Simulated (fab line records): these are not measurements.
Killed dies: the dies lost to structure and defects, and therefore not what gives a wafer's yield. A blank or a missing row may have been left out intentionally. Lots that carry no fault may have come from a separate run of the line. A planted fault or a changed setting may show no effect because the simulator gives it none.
Matching of chambers -- flow gf180mcu -- GF_V3_CVD_02 on pecvd-02 has 3 sister chambers
The step deposits SiO2 from TEOS, target thk 850 nm, time 94.851 s. 6 wafers are shown with their chamber, then 10 later ones without.

## EACH WAFER AND ITS CHAMBER
wafer,chamber,heater power w (W)
L381.5,1,462
L383.2,1,484
L391.3,2,574
L391.4,0,524
L396.3,2,562
L396.4,0,554

## WAFERS WHOSE CHAMBER IS MISSING
wafer,heater power w (W)
L396.5,592
L397.3,584
L397.5,475
L397.6,488
L398.2,549
L398.4,473
L398.6,463
L399.2,589
L399.3,478
L399.6,560

## THE CHAMBER EACH PASSED THROUGH
wafer,from the rows above,in truth
L396.5,can't be placed: 2 or 0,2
L397.3,can't be placed: 2 or 0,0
L397.5,1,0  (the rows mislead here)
L397.6,1,1
L398.2,can't be placed: 0 or 2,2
L398.4,1,1
L398.6,1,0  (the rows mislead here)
L399.2,can't be placed: 2 or 0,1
L399.3,1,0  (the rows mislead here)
L399.6,can't be placed: 2 or 0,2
Correctly placed: 2 of 10. Cannot be placed on the basis of these rows: 5; the candidates contain the true chamber in 4. Number placed wrongly: 3.
How it was worked out, from the rows above alone: a wafer's distance from a chamber is the root of the sum, over the readings, of the square of ((its reading less the chamber's mean) divided by the reading's scatter). The wafer belongs to the nearest chamber; if the next one is less than 2 further off, it can't be placed. Each chamber's mean is taken over the wafers shown for it. The scatter is the square root of a quotient: the sum, over the shown wafers, of each reading's squared deviation from its chamber's mean, divided by wafers minus chambers.
